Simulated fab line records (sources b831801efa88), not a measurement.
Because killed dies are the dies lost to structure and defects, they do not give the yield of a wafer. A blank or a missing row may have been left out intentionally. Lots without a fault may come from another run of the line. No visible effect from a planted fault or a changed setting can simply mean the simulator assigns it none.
Which tool is to blame?	flow gf180mcu	24 lots with 72 wafers sampled at 5 steps, on a route of 602 steps

WHAT EACH GAUGE READ, for each wafer
GF_M2_RS_MEAS_05: uses a four-point probe to measure. Usual: M2_ALCU_RS gives 0.0696 ohm/sq (standard deviation 0.00074).
lot	measured	on	M2_ALCU_RS (ohm/sq)	flag
L074	day 17 11:50	film-metro-01	0.0696 0.0695 0.0698	
L075	day 18 06:00	film-metro-01	0.0687 0.0692 0.0689	
L076	day 18 10:10	film-metro-03	0.0698 0.0702 0.0695	
L077	day 19 04:46	film-metro-04	0.0694 0.0693 0.0692	
L079	day 20 02:26	film-metro-01	0.0695 0.0696 0.0694	
L078	day 20 03:37	film-metro-01	0.0694 0.0685 0.0696	
L080	day 20 18:55	film-metro-03	0.0701 0.0701 0.0685	
L081	day 20 20:41	film-metro-01	0.0697 0.0701 0.0699	
L082	day 21 20:32	film-metro-04	0.0697 0.0705 0.0699	
L083	day 22 05:40	film-metro-04	0.0689 0.0690 0.0691	
L084	day 22 16:03	film-metro-03	0.0681 0.0690 0.0687	
L085	day 22 17:24	film-metro-04	0.0701 0.0702 0.0693	
L086	day 23 05:16	film-metro-01	0.0689 0.0686 0.0697	
L088	day 23 14:04	film-metro-03	0.0700 0.0700 0.0696	
L087	day 23 15:14	film-metro-04	0.0689 0.0679 0.0683	
L089	day 24 03:10	film-metro-03	0.0694 0.0700 0.0697	
L090	day 24 04:02	film-metro-04	0.0688 0.0692 0.0692	
L091	day 24 11:55	film-metro-04	0.0688 0.0687 0.0687	
L092	day 24 19:35	film-metro-03	0.0707 0.0702 0.0703	
L093	day 24 23:55	film-metro-01	0.0696 0.0701 0.0702	
L094	day 25 05:25	film-metro-01	0.0714 0.0714 0.0716	
L095	day 25 08:53	film-metro-04	0.0701 0.0697 0.0696	
L096	day 25 15:20	film-metro-01	0.0704 0.0712 0.0706	
L097	day 25 23:11	film-metro-03	0.0697 0.0697 0.0703	

GF_M2_OVL_MEAS_15. Usual: M2_OVL gives 1 nm (standard deviation 7).
lot	measured	on	M2_OVL (nm)	flag
L074	day 18 11:37	overlay-01	1 -8 -5	
L075	day 19 06:34	overlay-01	5 1 0	
L076	day 19 10:15	overlay-01	1 12 14	
L077	day 20 05:20	overlay-01	5 7 3	
L079	day 21 03:37	overlay-01	8 -2 9	
L078	day 21 04:46	overlay-01	17 1 5	
L080	day 21 19:55	overlay-02	5 11 4	
L081	day 21 21:37	overlay-01	-1 0 -1	
L082	day 22 19:46	overlay-02	-7 -7 -10	
L083	day 23 04:37	overlay-02	10 4 11	
L084	day 23 14:32	overlay-01	8 6 9	
L085	day 23 15:48	overlay-01	-11 -9 -4	
L086	day 24 03:45	overlay-01	1 5 3	
L088	day 24 11:29	overlay-02	8 9 6	
L087	day 24 13:34	overlay-02	1 -9 5	
L089	day 25 01:11	overlay-02	-12 -16 -2	
L090	day 25 02:10	overlay-02	7 4 8	
L091	day 25 09:08	overlay-01	9 -2 -3	
L092	day 25 16:46	overlay-02	13 8 11	
L093	day 25 21:07	overlay-01	5 -6 5	
L094	day 26 02:31	overlay-02	-15 -8 -10	
L095	day 26 05:55	overlay-02	-6 -5 -10	
L096	day 26 12:53	overlay-02	6 -5 7	
L097	day 26 20:22	overlay-02	-1 1 5	

GF_M3_RS_MEAS_05: uses a four-point probe to measure. Usual: M3_ALCU_RS gives 0.0694 ohm/sq (standard deviation 0.00069).
lot	measured	on	M3_ALCU_RS (ohm/sq)	flag
L074	day 19 15:50	film-metro-04	0.0691 0.0691 0.0693	
L075	day 20 10:21	film-metro-04	0.0698 0.0700 0.0703	
L076	day 20 14:05	film-metro-04	0.0678 0.0679 0.0678	
L077	day 21 08:19	film-metro-02	0.0689 0.0693 0.0699	
L079	day 22 06:58	film-metro-04	0.0683 0.0683 0.0689	
L078	day 22 08:17	film-metro-02	0.0676 0.0678 0.0681	
L080	day 22 21:53	film-metro-02	0.0707 0.0692 0.0694	
L081	day 23 00:04	film-metro-03	0.0694 0.0687 0.0704	
L082	day 23 21:29	film-metro-03	0.0693 0.0701 0.0701	
L083	day 24 06:17	film-metro-02	0.0701 0.0700 0.0702	
L084	day 24 15:52	film-metro-02	0.0696 0.0685 0.0694	
L085	day 24 17:07	film-metro-04	0.0695 0.0692 0.0692	
L086	day 25 04:08	film-metro-02	0.0698 0.0696 0.0698	
L088	day 25 12:10	film-metro-04	0.0686 0.0705 0.0696	
L087	day 25 13:59	film-metro-03	0.0701 0.0706 0.0695	
L089	day 26 01:38	film-metro-02	0.0697 0.0690 0.0693	
L090	day 26 02:01	film-metro-04	0.0703 0.0697 0.0697	
L091	day 26 09:44	film-metro-02	0.0690 0.0694 0.0690	
L092	day 26 16:50	film-metro-02	0.0702 0.0699 0.0706	
L093	day 26 21:00	film-metro-03	0.0694 0.0697 0.0693	
L094	day 27 02:16	film-metro-03	0.0687 0.0695 0.0693	
L095	day 27 05:15	film-metro-02	0.0694 0.0697 0.0689	
L096	day 27 12:09	film-metro-02	0.0703 0.0694 0.0697	
L097	day 27 19:26	film-metro-04	0.0691 0.0691 0.0700	

GF_V3_CD_MEAS_14: target cd 260 nm. Usual: 259.9 nm for cd-nm, sd 1.4.
lot	measured	on	cd-nm (nm)	flag
L074	day 21 18:10	cd-sem-01	260.5 261.1 260.6	
L075	day 22 12:56	cd-sem-02	261.6 261.0 261.2	
L076	day 22 16:17	cd-sem-01	258.9 259.0 260.0	
L077	day 23 07:58	cd-sem-02	257.0 258.1 257.3	
L079	day 24 05:45	cd-sem-02	257.7 257.5 257.1	
L078	day 24 07:03	cd-sem-02	259.5 258.8 259.4	
L080	day 24 19:45	cd-sem-01	257.1 258.0 258.1	
L081	day 24 21:12	cd-sem-02	259.6 259.5 259.8	
L082	day 25 18:11	cd-sem-01	260.9 259.8 259.4	
L083	day 26 01:51	cd-sem-02	259.9 259.6 259.5	
L084	day 26 10:55	cd-sem-02	257.9 260.0 258.1	
L085	day 26 12:59	cd-sem-01	262.6 263.3 261.0	
L086	day 26 23:11	cd-sem-01	260.9 261.1 260.8	
L088	day 27 06:48	cd-sem-02	262.1 261.6 261.6	
L087	day 27 09:10	cd-sem-01	260.2 260.0 259.4	
L089	day 27 19:41	cd-sem-02	262.7 261.5 261.9	
L090	day 27 20:27	cd-sem-01	261.2 261.7 262.1	
L091	day 28 04:31	cd-sem-01	259.9 259.6 259.6	
L092	day 28 10:08	cd-sem-02	260.5 259.8 260.7	
L093	day 28 13:54	cd-sem-01	258.6 257.3 258.5	
L094	day 28 19:06	cd-sem-01	258.3 258.9 258.9	
L095	day 28 21:39	cd-sem-02	259.3 259.5 260.2	
L096	day 29 04:13	cd-sem-01	261.0 260.5 261.1	
L097	day 29 12:11	cd-sem-01	259.7 259.4 259.4	

TOOL THAT RAN EACH LOT (tool first, then ch and the chambers of the sampled wafers, then the start)
lot	GF_M2_SPUTTER_01
L074	pvd-sputter-01, day 17 11:42
L075	pvd-sputter-01, day 18 05:50
L076	pvd-sputter-01, day 18 10:01
L077	pvd-sputter-03, day 19 04:37
L079	pvd-sputter-02, day 20 02:19
L078	pvd-sputter-03, day 20 03:30
L080	pvd-sputter-03, day 20 18:48
L081	pvd-sputter-01, day 20 20:34
L082	pvd-sputter-03, day 21 20:25
L083	pvd-sputter-02, day 22 05:32
L084	pvd-sputter-03, day 22 15:55
L085	pvd-sputter-01, day 22 17:17
L086	pvd-sputter-03, day 23 05:08
L088	pvd-sputter-02, day 23 13:56
L087	pvd-sputter-03, day 23 15:06
L089	pvd-sputter-03, day 24 03:03
L090	pvd-sputter-02, day 24 03:55
L091	pvd-sputter-03, day 24 11:46
L092	pvd-sputter-03, day 24 19:28
L093	pvd-sputter-01, day 24 23:48
L094	pvd-sputter-01, day 25 05:18
L095	pvd-sputter-03, day 25 08:46
L096	pvd-sputter-01, day 25 15:11
L097	pvd-sputter-03, day 25 23:04
- GF_M2_SPUTTER_01: material TiN, target thk 30 nm, time 25 s.

WHAT THE TOOLS THEMSELVES READ (means of the sampled wafers that have a number; where no wafer has one, the mark that the record gives instead)
GF_M2_SPUTTER_01. Usual: 30.2 % for throttle-valve-pct, sd 1.2.
lot	tool	throttle-valve-pct (%)	flag
L074	pvd-sputter-01	29.0	
L075	pvd-sputter-01	28.7	
L076	pvd-sputter-01	29.6	
L077	pvd-sputter-03	29.6	
L079	pvd-sputter-02	31.1	
L078	pvd-sputter-03	30.5	
L080	pvd-sputter-03	30.9	
L081	pvd-sputter-01	29.1	
L082	pvd-sputter-03	29.7	
L083	pvd-sputter-02	30.4	
L084	pvd-sputter-03	31.0	
L085	pvd-sputter-01	29.0	
L086	pvd-sputter-03	30.4	
L088	pvd-sputter-02	31.1	
L087	pvd-sputter-03	30.2	
L089	pvd-sputter-03	30.3	
L090	pvd-sputter-02	31.5	
L091	pvd-sputter-03	29.2	
L092	pvd-sputter-03	30.9	
L093	pvd-sputter-01	30.5	
L094	pvd-sputter-01	29.8	
L095	pvd-sputter-03	31.0	
L096	pvd-sputter-01	29.3	
L097	pvd-sputter-03	29.7	

THE ANSWER, worked out from the rows above alone
Rule: lot off if the mean of its wafers having a number is beyond 3 standard deviations from the usual mean. Also off: a lot with no number at a reading for which 4 or more lots have one. Where the step has rows for the other lots, those lots are counted as sound. First the gauges in route order, then the tools' own readings, where a lot's mean is used as printed above. At the first step where some lot is off, the reading lying furthest off is the one used; lots without a number count as furthest.
No lot is off at any reading shown: from this, nothing can be told.

WHAT THE SIMULATOR HAD INSERTED
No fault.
